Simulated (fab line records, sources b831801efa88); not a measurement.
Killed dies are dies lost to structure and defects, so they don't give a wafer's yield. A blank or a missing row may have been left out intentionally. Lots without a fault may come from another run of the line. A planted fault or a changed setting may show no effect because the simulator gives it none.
fab line records ; flow sky130
record: lots: 14; wafers: 42; last_day: 50
route steps=708 shown METAL1@454 VIA1@474 METAL2@484
lots that met no fault: taken from a fault-free run of the same line
start_h: hours from the record's first day to the start of the lot's first wafer shown ; wait_h: time in hours since the lot's previous step ; " same as the row above ; L1.1+2: a row that stands for several wafers ; - no value present, or no start provided ; * or withheld: withheld ; < > ~ a bound
route shown NAME@n: a module of which the file shows steps, and the number in the route of the first ; usual: average and standard deviation across the fault-free wafers ; same: alike in all rows ; chamber/n: place in a boat ; sites: readings site by site ; _std_site: their standard deviation ; _edge_site: the outer-site mean with the inner-site mean subtracted ; radius_mm: for every site, how far away it sits from the centre of the wafer ; mask NAME#n: copy n ; behind: the most recent tool/chamber to have shaped the wafer ; hold: reason for holding the lot/hours on hold/outcome of the hold ; device: the n, p or np transistor that did not switch ; end of line: tests of these same wafers at the route's end ; for a step that has no rows: nothing shown but its recipe ; killed: dies lost to structure and defects at the first sort, not the wafer's yield ; map: shows each die of a wafer: x if killed, . if not, _ if none is there
set.NAME: the setting that was run; set.NAME@STEP: the one run at that earlier step ; model.NAME: the simulator's own value behind a step, which no gauge read
route steps across a sampled set of lots; one table per step, one row per wafer
services: the hour from which a tool's chamber was out of use, counted from the record's first day as start_h (under 0 if before that day), plus the number of hours and why
== steps ==
step: SKY_METAL1_STRIP_20
recipe: chemistry: O2/N2; power_w: 1400; pressure_mtorr: 1500; platen_temp_c: withheld; o2_flow_sccm: 3000; n2_flow_sccm: 300; overash_fraction: 0.5
usual: drypump_motor_current_A: 5.27/0.3; oes_product_au: 0.343/0.0046; strip_time_to_endpoint_s: 2.69/0.03
lot.wafer;tool;chamber;start_h;wait_h;drypump_motor_current_A;oes_product_au;rf_hours_counter_h;strip_time_to_endpoint_s
L922.1;plasma_asher-01;1;781.95;0.1;5.40;0.355;38;2.69
L922.3;plasma_asher-01;1;781.95;0.1;5.42;0.342;-;2.65
L922.4;plasma_asher-01;0;781.95;0.1;4.82;0.349;-;2.70
L923.1;plasma_asher-02;1;789.20;0.1;5.75;0.348;67;2.71
L923.2;plasma_asher-02;0;789.20;0.1;5.55;0.337;67;2.71
L923.6;plasma_asher-02;0;789.20;0.1;5.55;0.343;-;2.71
L924.1;plasma_asher-02;0;801.29;0.1;5.55;0.340;69;2.65
L924.3;plasma_asher-02;1;801.29;0.1;5.71;0.339;-;2.65
L924.4;plasma_asher-02;0;801.29;0.1;5.55;0.341;-;2.68
L925.2;plasma_asher-02;1;807.65;0.1;5.74;0.356;69;2.69
L925.4;plasma_asher-02;0;807.65;0.1;5.56;0.343;-;2.74
L925.6;plasma_asher-02;0;807.65;0.1;5.56;0.348;-;2.71
L928.1;plasma_asher-04;1;825.59;0.1;5.28;0.349;88;2.67
L928.3;plasma_asher-04;1;825.59;0.1;5.26;0.342;-;2.69
L928.5;plasma_asher-04;0;825.59;0.1;5.12;0.350;-;2.69
L930.1;plasma_asher-02;0;844.14;0.1;5.56;0.347;73;2.70
L930.2;plasma_asher-02;1;844.14;0.1;5.75;0.344;73;2.73
L930.4;plasma_asher-02;0;844.14;0.1;5.55;0.334;-;2.70
L931.2;plasma_asher-01;1;859.61;0.2;5.39;0.348;47;2.66
L931.5;plasma_asher-01;0;859.61;0.2;4.81;0.338;-;2.64
L931.6;plasma_asher-01;1;859.61;0.2;5.45;0.339;-;2.68
L932.2;plasma_asher-01;0;859.99;0.1;4.81;0.341;47;2.67
L932.3;plasma_asher-01;0;859.99;0.1;4.82;0.335;-;2.64
L932.6;plasma_asher-01;0;859.99;0.1;4.82;0.351;-;2.65
L936.1;plasma_asher-01;1;888.51;0.1;5.42;0.339;50;2.69
L936.2;plasma_asher-01;0;888.51;0.1;4.81;0.346;50;2.68
L936.4;plasma_asher-01;0;888.51;0.1;4.82;0.347;-;2.72
L939.1;plasma_asher-02;1;905.79;0.1;5.73;0.344;78;2.69
L939.5;plasma_asher-02;0;905.79;0.1;5.56;0.344;-;2.67
L939.6;plasma_asher-02;1;905.79;0.1;5.73;0.341;-;2.65
L940.1;plasma_asher-01;1;919.14;0.1;5.45;0.348;53;2.70
L940.2;plasma_asher-01;0;919.14;0.1;4.82;0.336;53;2.64
L940.6;plasma_asher-01;1;919.14;0.1;5.39;0.338;-;2.69
L941.2;plasma_asher-04;0;924.31;0.1;5.13;0.343;95;2.71
L941.3;plasma_asher-04;1;924.31;0.1;5.27;0.344;-;2.71
L941.5;plasma_asher-04;1;924.31;0.1;5.25;0.344;-;2.70
L942.2;plasma_asher-01;0;924.66;0.1;4.79;0.340;54;2.66
L942.3;plasma_asher-01;0;924.66;0.1;4.80;0.340;-;2.65
L942.4;plasma_asher-01;1;924.66;0.1;5.44;0.344;-;2.70
L943.2;plasma_asher-04;1;932.08;0.1;5.28;0.342;96;2.68
L943.3;plasma_asher-04;1;932.08;0.1;5.28;0.339;-;2.65
L943.4;plasma_asher-04;0;932.08;0.1;5.11;0.342;-;2.70
step: SKY_VIA1_STRIP_16
recipe: chemistry: O2/N2; power_w: 1400; pressure_mtorr: 1500; platen_temp_c: withheld; o2_flow_sccm: 3000; n2_flow_sccm: 300; overash_fraction: 0.5
usual: drypump_motor_current_A: 5.73/0.28; oes_product_au: 0.415/0.0045; strip_time_to_endpoint_s: 4.453/0.022
lot.wafer;tool;chamber;start_h;wait_h;drypump_motor_current_A;oes_product_au;rf_hours_counter_h;strip_time_to_endpoint_s
L922.1;plasma_asher-03;0;810.16;0.0;5.98;0.417;7;4.460
L922.3;plasma_asher-03;0;810.16;0.0;5.99;0.414;-;4.436
L922.4;plasma_asher-03;1;810.16;0.0;5.90;0.420;-;4.440
L923.1;plasma_asher-03;0;817.01;0.0;5.97;0.417;7;4.459
L923.2;plasma_asher-03;1;817.01;0.0;5.87;0.422;7;4.444
L923.6;plasma_asher-03;1;817.01;0.0;5.87;0.416;-;4.459
L924.1;plasma_asher-03;0;829.01;0.0;5.96;0.421;8;4.424
L924.3;plasma_asher-03;1;829.01;0.0;5.90;0.410;-;4.406
L924.4;plasma_asher-03;0;829.01;0.0;5.97;0.420;-;4.415
L925.2;plasma_asher-04;1;835.82;0.0;5.31;0.414;89;4.444
L925.4;plasma_asher-04;0;835.82;0.0;5.11;0.408;-;4.426
L925.6;plasma_asher-04;1;835.82;0.0;5.27;0.415;-;4.453
L928.1;plasma_asher-03;1;853.22;0.0;5.88;0.413;12;4.452
L928.3;plasma_asher-03;0;853.22;0.0;6.01;0.420;-;4.462
L928.5;plasma_asher-03;0;853.22;0.0;5.98;0.422;-;4.459
L930.1;plasma_asher-03;0;871.07;0.0;5.99;0.410;15;4.447
L930.2;plasma_asher-03;1;871.07;0.0;5.88;0.411;15;4.419
L930.4;plasma_asher-03;0;871.07;0.0;5.97;0.411;-;4.427
L931.2;plasma_asher-02;1;887.42;0.0;5.74;0.418;76;4.460
L931.5;plasma_asher-02;0;887.42;0.0;5.55;0.420;-;4.445
L931.6;plasma_asher-02;1;887.42;0.0;5.73;0.417;-;4.471
L932.2;plasma_asher-03;0;887.77;0.0;6.00;0.419;16;4.474
L932.3;plasma_asher-03;1;887.77;0.0;5.87;0.412;-;4.476
L932.6;plasma_asher-03;1;887.77;0.0;5.85;0.416;-;4.469
L936.1;plasma_asher-04;1;915.51;0.0;5.23;0.413;94;4.495
L936.2;plasma_asher-04;0;915.51;0.0;5.15;0.418;94;4.499
L936.4;plasma_asher-04;1;915.51;0.0;5.25;0.411;-;4.478
L939.1;plasma_asher-03;1;932.22;0.0;5.85;0.414;21;4.465
L939.5;plasma_asher-03;0;932.22;0.0;5.99;0.417;-;4.448
L939.6;plasma_asher-03;1;932.22;0.0;5.88;0.424;-;4.467
L940.1;plasma_asher-03;1;944.87;0.0;5.88;0.416;22;4.490
L940.2;plasma_asher-03;0;944.87;0.0;5.98;0.420;22;4.445
L940.6;plasma_asher-03;1;944.87;0.0;5.90;0.414;-;4.474
L941.2;plasma_asher-03;0;949.82;0.0;6.00;0.413;22;4.429
L941.3;plasma_asher-03;0;949.82;0.0;5.98;0.424;-;4.451
L941.5;plasma_asher-03;1;949.82;0.0;5.85;0.415;-;4.435
L942.2;plasma_asher-02;0;950.26;0.0;5.55;0.414;83;4.479
L942.3;plasma_asher-02;1;950.26;0.0;5.76;0.420;-;4.465
L942.4;plasma_asher-02;0;950.26;0.0;5.55;0.421;-;4.506
L943.2;plasma_asher-02;0;957.52;0.0;5.57;0.411;83;4.460
L943.3;plasma_asher-02;0;957.52;0.0;5.58;0.416;-;4.464
L943.4;plasma_asher-02;1;957.52;0.0;5.73;0.421;-;4.474
step: SKY_METAL2_SPUTTER_01
recipe: material: TiN; target_thk_nm: 20; power_w: 6500; time_s: 16.7; chamber_pressure_pa: 0.4
usual: throttle_valve_pct: 30.5/0.9
same: time_s: 16.7
lot.wafer;tool;chamber;start_h;wait_h;throttle_valve_pct
L922.1;pvd_sputter-03;-;811.41;0.0;32.2
L922.3;pvd_sputter-03;-;811.41;0.0;29.1
L922.4;pvd_sputter-03;-;811.41;0.0;30.1
L923.1;pvd_sputter-03;-;818.26;0.0;28.9
L923.2;pvd_sputter-03;-;818.26;0.0;30.2
L923.6;pvd_sputter-03;-;818.26;0.0;32.1
L924.1;pvd_sputter-04;-;830.26;0.0;30.5
L924.3;pvd_sputter-04;-;830.26;0.0;30.4
L924.4;pvd_sputter-04;-;830.26;0.0;29.6
L925.2;pvd_sputter-02;-;837.09;0.0;30.3
L925.4;pvd_sputter-02;-;837.09;0.0;31.1
L925.6;pvd_sputter-02;-;837.09;0.0;30.5
L928.1;pvd_sputter-04;-;854.49;0.0;30.5
L928.3;pvd_sputter-04;-;854.49;0.0;30.1
L928.5;pvd_sputter-04;-;854.49;0.0;29.7
L930.1;pvd_sputter-03;-;872.31;0.0;32.1
L930.2;pvd_sputter-03;-;872.31;0.0;28.9
L930.4;pvd_sputter-03;-;872.31;0.0;29.9
L931.2;pvd_sputter-02;-;888.66;0.0;30.3
L931.5;pvd_sputter-02;-;888.66;0.0;30.7
L931.6;pvd_sputter-02;-;888.66;0.0;30.5
L932.2;pvd_sputter-04;-;889.01;0.0;30.6
L932.3;pvd_sputter-04;-;889.01;0.0;29.4
L932.6;pvd_sputter-04;-;889.01;0.0;29.8
L936.1;pvd_sputter-03;-;916.96;0.0;29.8
L936.2;pvd_sputter-03;-;916.96;0.0;29.0
L936.4;pvd_sputter-03;-;916.96;0.0;32.3
L939.1;pvd_sputter-02;-;933.56;0.0;30.1
L939.5;pvd_sputter-02;-;933.56;0.0;30.1
L939.6;pvd_sputter-02;-;933.56;0.0;29.9
L940.1;pvd_sputter-04;-;946.11;0.0;29.7
L940.2;pvd_sputter-04;-;946.11;0.0;30.3
L940.6;pvd_sputter-04;-;946.11;0.0;29.6
L941.2;pvd_sputter-02;-;951.09;0.0;30.8
L941.3;pvd_sputter-02;-;951.09;0.0;30.2
L941.5;pvd_sputter-02;-;951.09;0.0;30.9
L942.2;pvd_sputter-03;-;951.51;0.0;32.0
L942.3;pvd_sputter-03;-;951.51;0.0;30.2
L942.4;pvd_sputter-03;-;951.51;0.0;31.8
L943.2;pvd_sputter-02;-;958.80;0.0;30.0
L943.3;pvd_sputter-02;-;958.80;0.0;30.1
L943.4;pvd_sputter-02;-;958.80;0.0;30.0
step: SKY_METAL2_ETCH_18
recipe: chemistry: N2/H2; target: BARC; ion_energy_ev: 200; bias_w: 100; pressure_mtorr: 30; n2_flow_sccm: 100; h2_flow_sccm: 200; icp_w: 500; stop_on: SiO2; time_s: 45.9; target_depth_a: 600
usual: bias_w: 99.98/0.3; chamber_pressure_mTorr: 29.999/0.026; drypump_motor_current_A: 5.7/0.5; oes_product_au: 0.854/0.0049; throttle_valve_pct: 13.224/0.009; time_s: 45.9/0
lot.wafer;tool;chamber;start_h;wait_h;bias_w;chamber_pressure_mTorr;drypump_motor_current_A;oes_product_au;rf_hours_counter_h;throttle_valve_pct;time_s
L922.1;rie_metal-01;1;838.22;0.0;99.93;29.966;5.1;0.860;5;13.210;45.9
L922.3;rie_metal-01;1;838.22;0.0;99.87;29.990;5.1;0.858;-;13.227;45.9
L922.4;rie_metal-01;0;838.22;0.0;99.85;30.000;6.2;0.857;-;13.223;45.9
L923.1;rie_metal-01;0;845.21;0.0;99.73;29.982;6.2;0.856;14;13.229;45.9
L923.2;rie_metal-01;1;845.21;0.0;100.46;30.007;5.1;0.857;6;13.222;45.9
L923.6;rie_metal-01;0;845.21;0.0;99.93;30.030;6.2;0.852;-;13.227;45.9
L924.1;rie_metal-01;1;857.14;0.0;99.09;29.980;5.1;0.851;6;13.217;45.9
L924.3;rie_metal-01;1;857.14;0.0;99.68;29.989;5.1;0.849;-;13.237;45.9
L924.4;rie_metal-01;0;857.14;0.0;99.62;29.979;6.2;0.850;-;13.218;45.9
L925.2;rie_metal-02;1;863.64;0.1;100.02;30.044;6.3;0.856;-;13.244;45.9
L925.4;rie_metal-02;1;863.64;0.1;100.08;29.985;6.2;0.854;-;13.238;45.9
L925.6;rie_metal-02;1;863.64;0.1;99.92;30.047;6.3;0.860;-;13.217;45.9
L928.1;rie_metal-03;0;881.30;0.0;100.48;29.979;4.9;0.859;12;13.221;45.9
L928.3;rie_metal-03;0;881.30;0.0;100.19;29.988;4.9;0.857;-;13.217;45.9
L928.5;rie_metal-03;1;881.30;0.0;100.32;29.994;5.5;0.857;-;13.221;45.9
L930.1;rie_metal-02;0;898.31;0.0;100.35;30.007;5.8;0.848;14;13.234;45.9
L930.2;rie_metal-02;1;898.31;0.0;99.82;30.044;6.2;0.857;10;13.228;45.9
L930.4;rie_metal-02;1;898.31;0.0;99.90;30.016;6.2;0.842;-;13.215;45.9
L931.2;rie_metal-02;0;914.91;0.1;100.44;30.018;5.8;0.854;-;13.219;45.9
L931.5;rie_metal-02;0;914.91;0.1;100.14;29.988;5.8;0.857;-;13.216;45.9
L931.6;rie_metal-02;0;914.91;0.1;100.22;29.994;5.8;0.855;-;13.242;45.9
L932.2;rie_metal-01;0;914.99;0.0;100.11;29.991;6.2;0.854;17;13.222;45.9
L932.3;rie_metal-01;0;914.99;0.0;99.90;30.012;6.2;0.856;-;13.207;45.9
L932.6;rie_metal-01;1;914.99;0.0;99.80;29.999;5.1;0.858;-;13.240;45.9
L936.1;rie_metal-02;0;941.21;0.0;99.39;29.987;5.8;0.858;17;13.220;45.9
L936.2;rie_metal-02;1;941.21;0.0;99.98;30.034;6.3;0.860;12;13.226;45.9
L936.4;rie_metal-02;1;941.21;0.0;99.62;29.985;6.3;0.852;-;13.220;45.9
L939.1;rie_metal-03;1;958.09;0.0;-;-;-;-;-;-;-
L939.5;rie_metal-03;1;958.09;0.0;-;-;-;-;-;-;-
L939.6;rie_metal-03;0;958.09;0.0;-;-;-;-;-;-;-
L940.1;rie_metal-01;1;970.06;0.0;-;-;-;-;-;-;-
L940.2;rie_metal-01;0;970.06;0.0;-;-;-;-;-;-;-
L940.6;rie_metal-01;1;970.06;0.0;-;-;-;-;-;-;-
L941.2;rie_metal-01;0;974.89;0.0;100.45;29.994;6.2;0.862;20;13.220;45.9
L941.3;rie_metal-01;1;974.89;0.0;99.56;29.982;5.1;0.859;-;13.220;45.9
L941.5;rie_metal-01;0;974.89;0.0;99.61;29.978;6.2;0.853;-;13.226;45.9
L942.2;rie_metal-03;1;975.61;0.0;100.23;29.998;5.5;0.856;5;13.223;45.9
L942.3;rie_metal-03;1;975.61;0.0;100.51;30.020;5.5;0.844;-;13.236;45.9
L942.4;rie_metal-03;0;975.61;0.0;100.24;29.998;4.9;0.859;-;13.238;45.9
L943.2;rie_metal-02;0;983.56;0.0;99.99;29.962;5.8;0.854;19;13.214;45.9
L943.3;rie_metal-02;1;983.56;0.0;99.32;30.027;6.3;0.856;-;13.228;45.9
L943.4;rie_metal-02;0;983.56;0.0;100.05;30.014;5.8;0.849;-;13.219;45.9
step: SKY_METAL2_METAL_ETCH_19
recipe: target_depth_a: 3600; stop_on: SiO2; over_etch_frac: 0.3; time_s: 78; chemistry: Cl2/BCl3; resist_sidewall_deg: 88; pressure_mtorr: 10; icp_w: 900; bias_w: 48.5; Cl2_flow_sccm: 60; bcl3_flow_sccm: 30
usual: bcl3_flow_sccm: 30.02/0.077; bias_w: 48.49/0.15; drypump_motor_current_A: 5.7/0.5; oes_product_au: 0.854/0.0055; throttle_valve_pct: 22.265/0.0092
same: time_s: 78
lot.wafer;tool;chamber;start_h;wait_h;bcl3_flow_sccm;bias_w;drypump_motor_current_A;oes_product_au;rf_hours_counter_h;throttle_valve_pct
L922.1;rie_metal-01;1;838.28;0.0;29.96;48.30;5.1;0.852;5;22.258
L922.3;rie_metal-01;1;838.28;0.0;30.09;48.70;5.1;0.863;-;22.265
L922.4;rie_metal-01;0;838.28;0.0;30.09;48.61;6.2;0.848;-;22.282
L923.1;rie_metal-01;0;845.27;0.0;30.10;48.51;6.2;0.848;14;22.259
L923.2;rie_metal-01;1;845.27;0.0;30.05;48.55;5.1;0.849;6;22.257
L923.6;rie_metal-01;0;845.27;0.0;30.08;48.53;6.2;0.866;-;22.254
L924.1;rie_metal-01;1;857.20;0.0;29.96;48.32;5.1;0.862;6;22.267
L924.3;rie_metal-01;1;857.20;0.0;29.84;48.26;5.1;0.852;-;22.263
L924.4;rie_metal-01;0;857.20;0.0;30.00;48.53;6.2;0.854;-;22.269
L925.2;rie_metal-02;1;863.77;0.1;29.99;48.49;6.2;0.853;-;22.272
L925.4;rie_metal-02;1;863.77;0.1;30.00;48.29;6.2;0.853;-;22.240
L925.6;rie_metal-02;1;863.77;0.1;30.01;48.22;6.2;0.852;-;22.271
L928.1;rie_metal-03;0;881.38;0.1;30.00;48.35;4.9;0.860;12;22.255
L928.3;rie_metal-03;0;881.38;0.1;30.04;48.16;4.9;0.863;-;22.267
L928.5;rie_metal-03;1;881.38;0.1;29.94;48.48;5.5;0.860;-;22.259
L930.1;rie_metal-02;0;898.37;0.0;30.01;48.29;5.8;0.849;14;22.255
L930.2;rie_metal-02;1;898.37;0.0;29.96;48.52;6.3;0.850;10;22.255
L930.4;rie_metal-02;1;898.37;0.0;30.04;48.22;6.2;0.849;-;22.262
L931.2;rie_metal-02;0;915.05;0.1;30.10;48.27;5.8;0.856;-;22.274
L931.5;rie_metal-02;0;915.05;0.1;30.18;48.35;5.8;0.846;-;22.263
L931.6;rie_metal-02;0;915.05;0.1;30.22;48.41;5.8;0.858;-;22.266
L932.2;rie_metal-01;0;915.05;0.0;30.03;48.26;6.2;0.846;17;22.270
L932.3;rie_metal-01;0;915.05;0.0;30.04;48.53;6.2;0.856;-;22.274
L932.6;rie_metal-01;1;915.05;0.0;30.04;48.53;5.1;0.846;-;22.257
L936.1;rie_metal-02;0;941.27;0.0;30.04;48.36;5.8;0.858;17;22.264
L936.2;rie_metal-02;1;941.27;0.0;30.01;48.48;6.2;0.866;12;22.274
L936.4;rie_metal-02;1;941.27;0.0;30.10;48.57;6.2;0.856;-;22.263
L939.1;rie_metal-03;1;958.15;0.0;29.98;48.49;5.5;0.375;4;22.272
L939.5;rie_metal-03;1;958.15;0.0;29.89;48.40;5.5;0.382;-;22.276
L939.6;rie_metal-03;0;958.15;0.0;29.95;48.77;4.9;0.373;-;22.268
L940.1;rie_metal-01;1;970.12;0.0;29.99;48.37;5.1;0.373;11;22.262
L940.2;rie_metal-01;0;970.12;0.0;29.94;48.21;6.2;0.378;20;22.272
L940.6;rie_metal-01;1;970.12;0.0;30.03;48.23;5.1;0.370;-;22.277
L941.2;rie_metal-01;0;974.95;0.0;30.00;48.28;6.2;0.853;20;22.255
L941.3;rie_metal-01;1;974.95;0.0;30.10;48.56;5.1;0.855;-;22.261
L941.5;rie_metal-01;0;974.95;0.0;30.10;48.35;6.2;0.867;-;22.263
L942.2;rie_metal-03;1;975.67;0.0;29.94;48.91;5.5;0.857;5;22.270
L942.3;rie_metal-03;1;975.67;0.0;30.09;48.50;5.5;0.849;-;22.264
L942.4;rie_metal-03;0;975.67;0.0;29.96;48.78;4.9;0.857;-;22.247
L943.2;rie_metal-02;0;983.62;0.0;29.99;48.53;5.8;0.854;19;22.270
L943.3;rie_metal-02;1;983.62;0.0;29.99;48.49;6.2;0.847;-;22.264
L943.4;rie_metal-02;0;983.62;0.0;29.99;48.47;5.8;0.852;-;22.262
step: SKY_METAL2_STRIP_20
recipe: chemistry: O2/N2; power_w: 1400; pressure_mtorr: 1500; platen_temp_c: withheld; o2_flow_sccm: 3000; n2_flow_sccm: 300; overash_fraction: 0.5
usual: drypump_motor_current_A: 5.6/0.42; oes_product_au: 0.342/0.0041; strip_time_to_endpoint_s: 2.680/0.026
lot.wafer;tool;chamber;start_h;wait_h;drypump_motor_current_A;oes_product_au;rf_hours_counter_h;strip_time_to_endpoint_s
L922.1;plasma_asher-03;0;838.37;0.1;6.0;0.346;9;2.715
L922.3;plasma_asher-03;0;838.37;0.1;6.0;0.345;-;2.711
L922.4;plasma_asher-03;1;838.37;0.1;5.8;0.347;-;2.689
L923.1;plasma_asher-02;0;845.36;0.1;5.6;0.345;73;2.681
L923.2;plasma_asher-02;1;845.36;0.1;5.7;0.337;73;2.648
L923.6;plasma_asher-02;1;845.36;0.1;5.7;0.349;-;2.696
L924.1;plasma_asher-01;1;857.29;0.1;5.5;0.337;46;2.669
L924.3;plasma_asher-01;0;857.29;0.1;4.8;0.345;-;2.676
L924.4;plasma_asher-01;1;857.29;0.1;5.4;0.343;-;2.701
L925.2;plasma_asher-03;1;863.92;0.1;5.9;0.344;13;2.709
L925.4;plasma_asher-03;0;863.92;0.1;6.0;0.343;-;2.712
L925.6;plasma_asher-03;1;863.92;0.1;5.9;0.343;-;2.682
L928.1;plasma_asher-02;0;881.50;0.1;5.6;0.345;76;2.638
L928.3;plasma_asher-02;0;881.50;0.1;5.6;0.343;-;2.661
L928.5;plasma_asher-02;1;881.50;0.1;5.8;0.337;-;2.687
L930.1;plasma_asher-01;1;898.46;0.1;5.5;0.338;51;2.675
L930.2;plasma_asher-01;0;898.46;0.1;4.8;0.334;51;2.686
L930.4;plasma_asher-01;1;898.46;0.1;5.4;0.349;-;2.710
L932.2;plasma_asher-03;0;915.14;0.1;6.0;0.337;19;2.666
L932.3;plasma_asher-03;1;915.14;0.1;5.9;0.346;-;2.672
L932.6;plasma_asher-03;0;915.14;0.1;6.0;0.340;-;2.647
L931.2;plasma_asher-01;0;915.20;0.1;4.8;0.349;53;2.639
L931.5;plasma_asher-01;1;915.20;0.1;5.4;0.344;-;2.653
L931.6;plasma_asher-01;0;915.20;0.1;4.8;0.340;-;2.677
L936.1;plasma_asher-03;1;941.36;0.1;5.8;0.347;22;2.643
L936.2;plasma_asher-03;0;941.36;0.1;6.0;0.342;22;2.678
L936.4;plasma_asher-03;1;941.36;0.1;5.8;0.341;-;2.695
L939.1;plasma_asher-03;0;958.24;0.1;6.0;0.356;23;3.153
L939.5;plasma_asher-03;1;958.24;0.1;5.9;0.364;-;3.155
L939.6;plasma_asher-03;0;958.24;0.1;6.0;0.356;-;3.134
L940.1;plasma_asher-02;1;970.21;0.1;5.7;0.370;85;3.216
L940.2;plasma_asher-02;0;970.21;0.1;5.5;0.364;85;3.174
L940.6;plasma_asher-02;1;970.21;0.1;5.7;0.365;-;3.172
L941.2;plasma_asher-01;0;975.04;0.1;4.8;0.338;59;2.691
L941.3;plasma_asher-01;1;975.04;0.1;5.4;0.344;-;2.722
L941.5;plasma_asher-01;0;975.04;0.1;4.8;0.339;-;2.704
L942.2;plasma_asher-03;0;975.76;0.1;6.0;0.341;25;2.653
L942.3;plasma_asher-03;1;975.76;0.1;5.9;0.341;-;2.684
L942.4;plasma_asher-03;0;975.76;0.1;6.0;0.342;-;2.679
L943.2;plasma_asher-02;1;983.71;0.1;5.8;0.339;86;2.657
L943.3;plasma_asher-02;0;983.71;0.1;5.6;0.335;-;2.686
L943.4;plasma_asher-02;1;983.71;0.1;5.8;0.341;-;2.641
== services ==
tool;chamber;start_h;hours;kind
pvd_sputter-03;0;760.88;-;consumable_replace:kit
pvd_sputter-03;0;760.88;18.0;scheduled_down
pvd_sputter-03;0;760.88;18.0;vent_cycle
plasma_asher-04;-;770.23;3.6;repair
rie_metal-03;0;774.59;4.2;repair
rie_metal-03;1;837.73;7.1;repair
plasma_asher-04;-;839.73;28.1;pm
rie_metal-03;1;844.84;-;clean
rie_metal-03;1;844.84;16.2;scheduled_down
rie_metal-03;1;844.84;16.2;vent_cycle
plasma_asher-02;-;845.74;2.0;repair
plasma_asher-02;-;856.67;1.9;repair
rie_metal-02;1;857.43;2.4;repair
plasma_asher-02;-;859.21;14.6;pm
rie_metal-02;0;862.28;19.8;repair
pvd_sputter-02;-;871.06;7.5;repair
rie_metal-02;1;901.18;13.8;repair
pvd_sputter-04;-;929.41;5.0;repair
pvd_sputter-02;-;934.72;4.6;repair
plasma_asher-03;-;937.74;2.8;pm
pvd_sputter-03;-;938.87;11.2;repair
rie_metal-03;-;939.76;9.0;repair
rie_metal-01;-;944.82;4.3;pm
rie_metal-01;-;970.23;0.5;repair
== key ==
first_sign: step: SKY_METAL2_ETCH_18; reading: tool_record; direction: missing
effect: step: SKY_METAL2_METAL_ETCH_19; reading: oes_product_au; direction: down; sigmas: 87; usual: 0.854; struck: 0.375
effect: step: SKY_METAL2_STRIP_20; reading: strip_time_to_endpoint_s; direction: up; sigmas: 19; usual: *; struck: *
met_at SKY_METAL2_ETCH_18
struck_lots L939,L940
later_rows_left_out L939.1,L939.5,L939.6,L940.1,L940.2,L940.6
sort_left_out L939.1,L939.5,L939.6,L940.1,L940.2,L940.6
not_acting_at SKY_METAL1_STRIP_20,SKY_VIA1_STRIP_16,SKY_METAL2_SPUTTER_01
onset_between 914.99 958.09
fault: kind: skipped_step_whole; tool: rie_metal-01,rie_metal-03; chamber: -; onset_h: 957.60; steps: SKY_METAL2_ETCH_18; scope: struck_lots_only
sort_left_out: the simulated sort isn't trusted on such a fault, so these wafers' sort isn't shown, and their yield isn't known
later_rows_left_out: the simulator's readings of these wafers behind a module that went badly wrong aren't trusted and aren't shown, but for the sort
